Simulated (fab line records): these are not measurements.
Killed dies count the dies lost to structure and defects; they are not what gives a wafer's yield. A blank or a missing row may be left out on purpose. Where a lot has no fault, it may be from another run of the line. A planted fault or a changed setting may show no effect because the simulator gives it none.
Which tool is to blame? || flow gf180mcu || 12 lots with 36 wafers sampled at 6 steps, on a route of 602 steps

## WHAT THE GAUGES READ, wafer by wafer
GF_V2_CD_MEAS_14: target cd 260 nm.
{"lot": "L282", "measured": "day 20 07:35", "on": "cdSem-01", "cdNm (nm)": "259.4 260.9 259.5"}
{"lot": "L283", "measured": "day 21 00:34", "on": "cdSem-02", "cdNm (nm)": "261.2 260.8 260.5"}
{"lot": "L284", "measured": "day 21 13:14", "on": "cdSem-02", "cdNm (nm)": "261.6 261.9 261.6"}
{"lot": "L287", "measured": "day 22 09:33", "on": "cdSem-01", "cdNm (nm)": "259.1 258.3 259.1"}
{"lot": "L288", "measured": "day 22 12:11", "on": "cdSem-02", "cdNm (nm)": "260.2 260.1 260.7"}
{"lot": "L289", "measured": "day 23 03:11", "on": "cdSem-01", "cdNm (nm)": "260.2 260.1 260.6"}
{"lot": "L290", "measured": "day 23 09:53", "on": "cdSem-01", "cdNm (nm)": "260.0 260.7 261.9"}
{"lot": "L291", "measured": "day 23 18:29", "on": "cdSem-02", "cdNm (nm)": "258.8 259.4 259.3"}
{"lot": "L295", "measured": "day 25 04:19", "on": "cdSem-02", "cdNm (nm)": "261.4 259.9 260.4"}
{"lot": "L296", "measured": "day 25 13:58", "on": "cdSem-02", "cdNm (nm)": "260.9 261.1 260.0"}
{"lot": "L304", "measured": "day 28 04:13", "on": "cdSem-02", "cdNm (nm)": "261.4 262.2 263.6"}
{"lot": "L305", "measured": "day 28 07:30", "on": "cdSem-02", "cdNm (nm)": "261.5 262.0 261.3"}

GF_V3_THK_MEAS_03.
{"lot": "L282", "measured": "day 21 10:35", "on": "filmMetro-03", "V3_CVD_02_THK (nm)": "831 864 853"}
{"lot": "L283", "measured": "day 22 02:31", "on": "filmMetro-01", "V3_CVD_02_THK (nm)": "851 838 830"}
{"lot": "L284", "measured": "day 22 15:50", "on": "filmMetro-02", "V3_CVD_02_THK (nm)": "846 853 857"}
{"lot": "L287", "measured": "day 23 11:29", "on": "filmMetro-03", "V3_CVD_02_THK (nm)": "854 864 847"}
{"lot": "L288", "measured": "day 23 14:22", "on": "filmMetro-02", "V3_CVD_02_THK (nm)": "856 841 875"}
{"lot": "L289", "measured": "day 24 04:44", "on": "filmMetro-03", "V3_CVD_02_THK (nm)": "834 840 879"}
{"lot": "L290", "measured": "day 24 11:24", "on": "filmMetro-01", "V3_CVD_02_THK (nm)": "839 847 872"}
{"lot": "L291", "measured": "day 24 19:54", "on": "filmMetro-01", "V3_CVD_02_THK (nm)": "850 837 846"}
{"lot": "L295", "measured": "day 26 03:58", "on": "filmMetro-02", "V3_CVD_02_THK (nm)": "838 826 559"}
{"lot": "L296", "measured": "day 26 13:43", "on": "filmMetro-01", "V3_CVD_02_THK (nm)": "861 559 844"}
{"lot": "L304", "measured": "day 29 01:58", "on": "filmMetro-02", "V3_CVD_02_THK (nm)": "839 831 848"}
{"lot": "L305", "measured": "day 29 05:36", "on": "filmMetro-02", "V3_CVD_02_THK (nm)": "842 833 839"}

GF_V3_OVL_MEAS_15.
{"lot": "L282", "measured": "day 22 11:00", "on": "overlay-01", "V3_OVL (nm)": "8 -1 1"}
{"lot": "L283", "measured": "day 23 02:27", "on": "overlay-02", "V3_OVL (nm)": "-3 4 -3"}
{"lot": "L284", "measured": "day 23 15:24", "on": "overlay-01", "V3_OVL (nm)": "5 1 8"}
{"lot": "L287", "measured": "day 24 10:49", "on": "overlay-01", "V3_OVL (nm)": "0 -2 0"}
{"lot": "L288", "measured": "day 24 13:56", "on": "overlay-02", "V3_OVL (nm)": "-6 1 0"}
{"lot": "L289", "measured": "day 25 02:53", "on": "overlay-01", "V3_OVL (nm)": "-2 1 2"}
{"lot": "L290", "measured": "day 25 10:17", "on": "overlay-02", "V3_OVL (nm)": "7 8 10"}
{"lot": "L291", "measured": "day 25 17:48", "on": "overlay-02", "V3_OVL (nm)": "-9 -14 -8"}
{"lot": "L295", "measured": "day 27 01:41", "on": "overlay-02", "V3_OVL (nm)": "-6 -12 -7"}
{"lot": "L296", "measured": "day 27 10:58", "on": "overlay-02", "V3_OVL (nm)": "1 1 -3"}
{"lot": "L304", "measured": "day 29 21:23", "on": "overlay-01", "V3_OVL (nm)": "6 6 6"}
{"lot": "L305", "measured": "day 30 00:50", "on": "overlay-02", "V3_OVL (nm)": "-6 -9 -8"}

## TOOL THAT RAN EACH LOT (tool first, then ch and the chambers of the sampled wafers, then the start)
{"lot": "L282", "GF_V2_SPUTTER_21": "pvdSputter-03, day 20 08:22", "GF_V3_CVD_02": "pecvd-01 ch 1,2, day 21 10:29", "GF_V3_CMP_04": "cmp-01 ch 2,3, day 21 10:40"}
{"lot": "L283", "GF_V2_SPUTTER_21": "pvdSputter-03, day 21 01:22", "GF_V3_CVD_02": "pecvd-03 ch 0,1,2, day 22 02:26", "GF_V3_CMP_04": "cmp-02 ch 0,2,3, day 22 02:37"}
{"lot": "L284", "GF_V2_SPUTTER_21": "pvdSputter-04, day 21 14:02", "GF_V3_CVD_02": "pecvd-04 ch 0,1, day 22 15:46", "GF_V3_CMP_04": "cmp-01 ch 1,2,3, day 22 15:53"}
{"lot": "L287", "GF_V2_SPUTTER_21": "pvdSputter-01, day 22 10:23", "GF_V3_CVD_02": "pecvd-01 ch 1,2, day 23 11:25", "GF_V3_CMP_04": "cmp-02 ch 0,1,2, day 23 11:33"}
{"lot": "L288", "GF_V2_SPUTTER_21": "pvdSputter-01, day 22 13:00", "GF_V3_CVD_02": "pecvd-03 ch 1,2, day 23 14:17", "GF_V3_CMP_04": "cmp-01 ch 0,1, day 23 14:28"}
{"lot": "L289", "GF_V2_SPUTTER_21": "pvdSputter-04, day 23 03:59", "GF_V3_CVD_02": "pecvd-03 ch 0,1,2, day 24 04:40", "GF_V3_CMP_04": "cmp-01 ch 1,3, day 24 04:50"}
{"lot": "L290", "GF_V2_SPUTTER_21": "pvdSputter-01, day 23 10:42", "GF_V3_CVD_02": "pecvd-03 ch 0,1, day 24 11:19", "GF_V3_CMP_04": "cmp-01 ch 0,3, day 24 11:29"}
{"lot": "L291", "GF_V2_SPUTTER_21": "pvdSputter-04, day 23 19:17", "GF_V3_CVD_02": "pecvd-01 ch 0,1,2, day 24 19:49", "GF_V3_CMP_04": "cmp-02 ch 0,1, day 24 19:56"}
{"lot": "L295", "GF_V2_SPUTTER_21": "pvdSputter-01, day 25 05:07", "GF_V3_CVD_02": "pecvd-03 ch 0,1,2, day 26 03:53", "GF_V3_CMP_04": "cmp-01 ch 0,1, day 26 04:01"}
{"lot": "L296", "GF_V2_SPUTTER_21": "pvdSputter-01, day 25 14:44", "GF_V3_CVD_02": "pecvd-03 ch 0,1,2, day 26 13:40", "GF_V3_CMP_04": "cmp-01 ch 0,1, day 26 13:48"}
{"lot": "L304", "GF_V2_SPUTTER_21": "pvdSputter-04, day 28 05:02", "GF_V3_CVD_02": "pecvd-01 ch 1,2, day 29 01:53", "GF_V3_CMP_04": "cmp-02 ch 0,2,3, day 29 02:01"}
{"lot": "L305", "GF_V2_SPUTTER_21": "pvdSputter-01, day 28 08:19", "GF_V3_CVD_02": "pecvd-04 ch 0,1,2, day 29 05:32", "GF_V3_CMP_04": "cmp-01 ch 0,2,3, day 29 05:43"}
- GF_V2_SPUTTER_21: material Ti, target thk 15 nm, time 80.02 s.
- GF_V3_CVD_02: deposits SiO2 from TEOS, target thk 850 nm, time 94.851 s.
- GF_V3_CMP_04: polishes SiO2.

## AS READ BY THE TOOLS THEMSELVES (means over the sampled wafers that have a number; for cases with no such wafer, the mark the record gives instead)
GF_V2_SPUTTER_21.
{"lot": "L282", "tool": "pvdSputter-03", "substrateTempC (C)": 200.08, "throttleValvePct (%)": 30.8}
{"lot": "L283", "tool": "pvdSputter-03", "substrateTempC (C)": 200.02, "throttleValvePct (%)": 30.5}
{"lot": "L284", "tool": "pvdSputter-04", "substrateTempC (C)": 200.02, "throttleValvePct (%)": 31.0}
{"lot": "L287", "tool": "pvdSputter-01", "substrateTempC (C)": 200.07, "throttleValvePct (%)": 30.1}
{"lot": "L288", "tool": "pvdSputter-01", "substrateTempC (C)": 200.07, "throttleValvePct (%)": 29.8}
{"lot": "L289", "tool": "pvdSputter-04", "substrateTempC (C)": 199.96, "throttleValvePct (%)": 31.2}
{"lot": "L290", "tool": "pvdSputter-01", "substrateTempC (C)": 200.10, "throttleValvePct (%)": 30.1}
{"lot": "L291", "tool": "pvdSputter-04", "substrateTempC (C)": 199.89, "throttleValvePct (%)": 31.5}
{"lot": "L295", "tool": "pvdSputter-01", "substrateTempC (C)": 200.00, "throttleValvePct (%)": 30.4}
{"lot": "L296", "tool": "pvdSputter-01", "substrateTempC (C)": 200.06, "throttleValvePct (%)": 30.2}
{"lot": "L304", "tool": "pvdSputter-04", "substrateTempC (C)": 200.02, "throttleValvePct (%)": 30.7}
{"lot": "L305", "tool": "pvdSputter-01", "substrateTempC (C)": 200.12, "throttleValvePct (%)": 30.2}

GF_V3_CVD_02.
{"lot": "L282", "tool": "pecvd-01", "heaterPowerW (W)": 694, "susceptorTempC (C)": 399.87}
{"lot": "L283", "tool": "pecvd-03", "heaterPowerW (W)": 636, "susceptorTempC (C)": 400.09}
{"lot": "L284", "tool": "pecvd-04", "heaterPowerW (W)": 799, "susceptorTempC (C)": 400.12}
{"lot": "L287", "tool": "pecvd-01", "heaterPowerW (W)": 622, "susceptorTempC (C)": 400.10}
{"lot": "L288", "tool": "pecvd-03", "heaterPowerW (W)": 601, "susceptorTempC (C)": 400.07}
{"lot": "L289", "tool": "pecvd-03", "heaterPowerW (W)": 666, "susceptorTempC (C)": 399.91}
{"lot": "L290", "tool": "pecvd-03", "heaterPowerW (W)": 693, "susceptorTempC (C)": 400.01}
{"lot": "L291", "tool": "pecvd-01", "heaterPowerW (W)": 624, "susceptorTempC (C)": 400.00}
{"lot": "L295", "tool": "pecvd-03", "heaterPowerW (W)": 646, "susceptorTempC (C)": 399.74}
{"lot": "L296", "tool": "pecvd-03", "heaterPowerW (W)": 634, "susceptorTempC (C)": 400.01}
{"lot": "L304", "tool": "pecvd-01", "heaterPowerW (W)": 666, "susceptorTempC (C)": 399.99}
{"lot": "L305", "tool": "pecvd-04", "heaterPowerW (W)": 729, "susceptorTempC (C)": 399.84}

GF_V3_CMP_04.
{"lot": "L282", "tool": "cmp-01", "motorCurrentA (A)": 12.7, "timeToEndpointS (s)": 81}
{"lot": "L283", "tool": "cmp-02", "motorCurrentA (A)": 12.3, "timeToEndpointS (s)": 81}
{"lot": "L284", "tool": "cmp-01", "motorCurrentA (A)": 12.0, "timeToEndpointS (s)": 83}
{"lot": "L287", "tool": "cmp-02", "motorCurrentA (A)": 12.4, "timeToEndpointS (s)": 81}
{"lot": "L288", "tool": "cmp-01", "motorCurrentA (A)": 10.2, "timeToEndpointS (s)": 87}
{"lot": "L289", "tool": "cmp-01", "motorCurrentA (A)": 11.0, "timeToEndpointS (s)": 81}
{"lot": "L290", "tool": "cmp-01", "motorCurrentA (A)": 12.7, "timeToEndpointS (s)": 79}
{"lot": "L291", "tool": "cmp-02", "motorCurrentA (A)": 13.9, "timeToEndpointS (s)": 81}
{"lot": "L295", "tool": "cmp-01", "motorCurrentA (A)": 9.8, "timeToEndpointS (s)": 65}
{"lot": "L296", "tool": "cmp-01", "motorCurrentA (A)": 10.1, "timeToEndpointS (s)": 70}
{"lot": "L304", "tool": "cmp-02", "motorCurrentA (A)": 12.1, "timeToEndpointS (s)": 79}
{"lot": "L305", "tool": "cmp-01", "motorCurrentA (A)": 12.3, "timeToEndpointS (s)": 76}

## THE ANSWER, worked out from the rows above alone
Rule: the usual values come from the lots themselves. Put in order of their means at a reading, lots are off if they are a third of the lots or fewer, leave a main group of 4 or more, and stand apart from it by a gap of 3 or more times the standard deviation of the main group's means; of several such gaps the widest counts. A main group is skipped when, at the precision printed for the reading in the tables above, its means are all equal. Also off: a lot with no number at a reading for which 4 or more lots have one. Where the step has rows for the other lots, those lots are counted as sound. First the gauges in route order, then the tools' own readings, where a lot's mean is used as printed above. The first step at which some lot is off is used, and at that step the reading that is off furthest; a lot without a number counts as furthest.
Off: L295, L296, at GF_V3_THK_MEAS_03 (V3_CVD_02_THK). Main group: mean 848 nm, sd 6.7.
A tool fits if, at a process step before that reading, it ran every lot that is off, and no sound lot after the first of them. The gauges at GF_V3_THK_MEAS_03 are tried like those tools. One candidate fits, namely pecvd-03 at GF_V3_CVD_02. Its last sound lot is L290 (day 24 11:19), its first lot that is off L295 (day 26 03:53): a fault that began between those two fits.

## WHAT THE SIMULATOR HAD INSERTED
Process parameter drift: pecvd-03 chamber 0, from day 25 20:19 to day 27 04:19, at GF_V3_CVD_02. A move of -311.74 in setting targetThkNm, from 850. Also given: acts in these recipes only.
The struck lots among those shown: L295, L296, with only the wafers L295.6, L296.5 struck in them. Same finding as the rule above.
